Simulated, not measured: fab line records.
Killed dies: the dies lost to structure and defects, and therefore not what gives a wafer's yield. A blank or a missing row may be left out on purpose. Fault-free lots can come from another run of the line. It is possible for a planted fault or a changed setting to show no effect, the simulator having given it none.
Lot-split experiment -- flow sfq line -- 5 lots, 23 wafers read, on a route of 325 steps

## SPLIT DETAILS
At SFQ_TRILAYER_I6_VIA_LITHO_COAT_169 (resist thk 650 nm), the setting resist thk nm was moved away from the recipe's 650 nm on 5 of the 23 wafers read, by -4.2% to -1.5%. All remaining wafers had this setting at the recipe value.

## FROM THE SPLIT TO THE READING: what the file shows between them, 3 steps
- SFQ_TRILAYER_I6_VIA_LITHO_SOFTBAKE_173
- SFQ_TRILAYER_I6_VIA_LITHO_EXPOSE_170: exposes mask I6, target cd 700 nm
- SFQ_TRILAYER_I6_VIA_BARC_OPEN_VIA_ETCH_235: etches BARC in O2, target depth 125 nm, time 41.7 s

## THE READING
KrF_of_TRILAYER_I6_VIA_LITHO_COAT_169.thk nm (the simulator's own value, which no gauge read), in nm, at SFQ_TRILAYER_I6_VIA_ETCH_VIA_ETCH_172 (etches SiO2 in CHF3, stops on Nb, target depth 260 nm). There is no usual value for it anywhere in the file. Average 529.0 nm, standard deviation 1.8 nm, over the 18 wafers here run with the recipe.

wafer,"tool, chamber at the split","resist thk nm as run, nm",against the recipe,"KrF_of_TRILAYER_I6_VIA_LITHO_COAT_169.thk nm, nm",against lot-mates on the recipe
L077.1,"litho track-03, 0",650,recipe,529.2,-
L077.2,"litho track-03, 0",650,recipe,530.3,-
L077.3,"litho track-03, 0",650,recipe,527.9,-
L077.4,"litho track-03, 0",650,recipe,529.7,-
L077.5,"litho track-03, 0",650,recipe,529.6,-
L079.1,"litho track-04, 0",650,recipe,529.7,-
L079.2,"litho track-04, 0",640.1,-1.5%,518.1,-9.9
L079.3,"litho track-04, 0",650,recipe,527,-
L079.5,"litho track-04, 0",650,recipe,527.2,-
L079.6,"litho track-04, 0",640.1,-1.5%,520.6,-7.4
L080.1,"litho track-03, 0",622.4,-4.2%,502.3,-26.7
L080.2,"litho track-03, 0",650,recipe,529.2,-
L080.3,"litho track-03, 0",622.4,-4.2%,502.1,-26.9
L080.4,"litho track-03, 0",622.4,-4.2%,502.4,-26.6
L080.6,"litho track-03, 0",650,recipe,528.7,-
L081.2,"litho track-02, 0",650,recipe,528.3,-
L081.3,"litho track-02, 0",650,recipe,527.5,-
L081.4,"litho track-02, 0",650,recipe,526.2,-
L081.5,"litho track-02, 0",650,recipe,528.8,-
L081.6,"litho track-02, 0",650,recipe,526.8,-
L083.2,"litho track-02, 0",650,recipe,530.7,-
L083.4,"litho track-02, 0",650,recipe,533.8,-
L083.5,"litho track-02, 0",650,recipe,531.9,-

FIT RESULTS
A straight line over all 23 wafers: KrF_of_TRILAYER_I6_VIA_LITHO_COAT_169.thk nm changes by +6.31 nm for each +1% of resist thk nm; r = +0.98; the points scatter about the line by 1.8 nm.
The same after taking each lot's own level away (the mean of its wafers on the recipe; 23 wafers): +6.25 nm for each +1%; r = +0.99; scatter 1 nm.
That fit puts the effect of the largest move of resist thk nm on the reading at 27 nm.
Measured against the standard deviation above, the lots' own levels, which go from 527.52 to 532.13 nm, span 2.5 times it.
The two slopes are in agreement: the lot-to-lot level therefore moves the slope only a little.
Check: for one of the wafers moved furthest among these (-4.2%), held out of the fit, the line's prediction against its lot-mates is -26.4 nm. Against them it came out at -26.7 nm.

## FURTHER SPLITS ON THESE WAFERS
Other splits were also applied to these wafers ahead of the reading. Each is held against what the fit with the lots' levels taken away leaves over:
other split on the same wafers,wafers away from the commonest value,r with KrF_of_TRILAYER_I6_VIA_LITHO_COAT_169.thk nm (lot level and that fit taken away)
SFQ_TRILAYER_M6_LITHO_COAT_164 spin rpm,7,-0.06
SFQ_TRILAYER_M6_ETCH_METAL_ETCH_162 icp w,7,+0.25
SFQ_TRILAYER_I6_CMP_CMP_166 leave above ref nm,7,+0.09

## THE WHOLE CHAIN: every reading that the file lists as answering this split, in the file's order
step,what it does,reading,change (the file's fit),r (the file's)
SFQ_TRILAYER_I6_VIA_LITHO_COAT_169,resist thk 650 nm,"KrF_of_TRILAYER_I6_VIA_LITHO_COAT_169.thk nm (the simulator's own value, which no gauge read)",+6.31 nm for each +1% of the setting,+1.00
SFQ_TRILAYER_I6_VIA_ETCH_VIA_ETCH_172,"etches SiO2 in CHF3, stops on Nb, target depth 260 nm","KrF_of_TRILAYER_I6_VIA_LITHO_COAT_169.thk nm (the simulator's own value, which no gauge read)",+6.21 nm for each +1% of the setting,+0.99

## FILE'S OWN FIT
KrF_of_TRILAYER_I6_VIA_LITHO_COAT_169.thk nm changes by +6.21 nm for each +1% of resist thk nm, r = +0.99.
